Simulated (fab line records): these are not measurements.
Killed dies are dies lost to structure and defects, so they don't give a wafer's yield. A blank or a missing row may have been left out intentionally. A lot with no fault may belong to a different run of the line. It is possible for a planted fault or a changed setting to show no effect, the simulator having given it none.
Which tool did it? | flow gf180mcu | 13 lots (39 wafers sampled), 1 step of a 602-step route

WHAT EACH GAUGE READ, for each wafer
GF_V1_CD_MEAS_14 targets a cd of 260 nm.
lot  | measured     | on       | cdNm (nm)
L706 | day 18 15:53 | cdSem-02 | 258.6 259.5 259.7
L707 | day 19 06:01 | cdSem-02 | 259.9 260.1 260.2
L708 | day 19 16:31 | cdSem-02 | 258.1 258.6 258.7
L710 | day 20 04:17 | cdSem-02 | 258.4 258.7 257.6
L712 | day 21 04:49 | cdSem-01 | 259.2 258.9 258.9
L715 | day 21 23:29 | cdSem-01 | 262.4 261.7 262.3
L719 | day 23 11:33 | cdSem-01 | 259.0 259.4 258.7
L720 | day 23 16:41 | cdSem-02 | 261.1 260.7 259.7
L721 | day 24 05:48 | cdSem-01 | 261.2 260.2 261.9
L722 | day 24 12:21 | cdSem-02 | 258.8 258.7 259.0
L723 | day 24 23:23 | cdSem-02 | 259.4 259.7 259.7
L724 | day 25 10:34 | cdSem-02 | 259.4 260.3 259.4
L726 | day 26 01:13 | cdSem-02 | 257.7 258.7 258.9

EACH LOT AND THE TOOL THAT RAN IT (in order: tool; ch and the chambers of the sampled wafers; start)
Record: no process step prior to these readings.

AS READ BY THE TOOLS THEMSELVES (means over the sampled wafers that have a number; for cases with no such wafer, the mark the record gives instead)
The record holds no such reading with a usual standard deviation.

THE ANSWER, worked out from the rows above alone
Rule: what is usual is taken from the lots themselves. The widest of any qualifying gaps counts: lots, ordered by their means at a reading, are off when they make up no more than a third of the lots, leave a main group of 4 or more, and stand apart from it by 3 or more times the standard deviation of that group's means. The tables above print the reading to a certain number of digits; a main group whose means all agree to those digits is not used. Also off: a lot with no number at a reading for which 4 or more lots have one. All remaining lots with rows at the step are treated as sound. Order of review: gauges by route order, followed by the tools' own readings, for which a lot's mean as printed above is used. The first step at which some lot is off is used, and at that step the reading that is off furthest; a lot without a number counts as furthest.
Nothing can be told from this: no lot is off at any reading shown.

WHAT THE SIMULATOR HAD INSERTED
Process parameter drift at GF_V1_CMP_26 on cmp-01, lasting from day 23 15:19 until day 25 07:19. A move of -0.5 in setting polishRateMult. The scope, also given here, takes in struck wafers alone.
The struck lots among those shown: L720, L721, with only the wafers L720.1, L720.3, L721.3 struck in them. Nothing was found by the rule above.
